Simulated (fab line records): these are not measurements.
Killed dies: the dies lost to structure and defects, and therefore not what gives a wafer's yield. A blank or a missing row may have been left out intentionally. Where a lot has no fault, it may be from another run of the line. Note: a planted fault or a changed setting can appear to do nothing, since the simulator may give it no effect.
Chamber matching ; flow gf180mcu ; GF_PASSIVATION_CVD_00 on pecvd-03: 3 sister chambers
The step deposits SiO2 from TEOS, target thk 1000 nm, time 111.95 s. 33 wafers are shown with their chamber, then 12 later ones without.

## WAFERS PAIRED WITH THEIR CHAMBERS
wafer;chamber;heater_power_w (W)
L075.1;0;617
L075.2;2;713
L075.3;1;685
L075.4;2;591
L075.5;1;749
L075.6;0;660
L076.1;0;608
L076.2;1;735
L076.3;2;700
L076.4;0;649
L076.5;2;725
L076.6;1;769
L078.1;1;749
L078.2;0;597
L078.3;2;693
L078.4;2;741
L078.5;1;775
L078.6;0;643
L079.2;1;754
L079.3;2;684
L079.6;1;628
L084.2;2;742
L084.3;1;757
L084.5;2;594
L085.1;2;633
L085.2;1;714
L085.6;0;603
L087.2;0;608
L087.3;1;699
L087.4;2;598
L089.1;0;526
L089.2;1;767
L089.3;2;647

SIGNATURES (averages over the wafers above)
reading;chamber 0;chamber 1;chamber 2;scatter within a chamber
heater_power_w;612.33;731.75;671.75;47.9
Rule: for a wafer and a chamber, the distance is found by dividing, reading by reading, the gap between the wafer's reading and the chamber's mean by the reading's scatter, squaring, summing and taking the root. If the next closest chamber is less than 2 further off than the closest, the wafer can't be placed; otherwise it belongs to the closest. The scatter: the root of (the sum of the squares of (reading less its chamber's mean) over the shown wafers, divided by (wafers less chambers)).

## WAFERS MISSING THEIR CHAMBER
wafer;heater_power_w (W)
L089.4;714
L089.5;627
L089.6;578
L093.1;723
L093.3;643
L093.5;727
L094.2;748
L094.5;599
L094.6;647
L097.3;779
L097.5;651
L097.6;705

## THE CHAMBER EACH PASSED THROUGH
wafer;from the rows above;in truth
L089.4;can't be placed: 1 or 2 or 0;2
L089.5;can't be placed: 0 or 2 or 1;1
L089.6;can't be placed: 0 or 2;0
L093.1;can't be placed: 1 or 2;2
L093.3;can't be placed: 2 or 0 or 1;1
L093.5;can't be placed: 1 or 2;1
L094.2;can't be placed: 1 or 2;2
L094.5;can't be placed: 0 or 2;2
L094.6;can't be placed: 2 or 0 or 1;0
L097.3;can't be placed: 1 or 2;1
L097.5;can't be placed: 2 or 0 or 1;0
L097.6;can't be placed: 1 or 2 or 0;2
Correctly placed: 0 of 12. Can't be placed from these rows: 12 (the true chamber is among the candidates in 12). 0 placed wrongly.
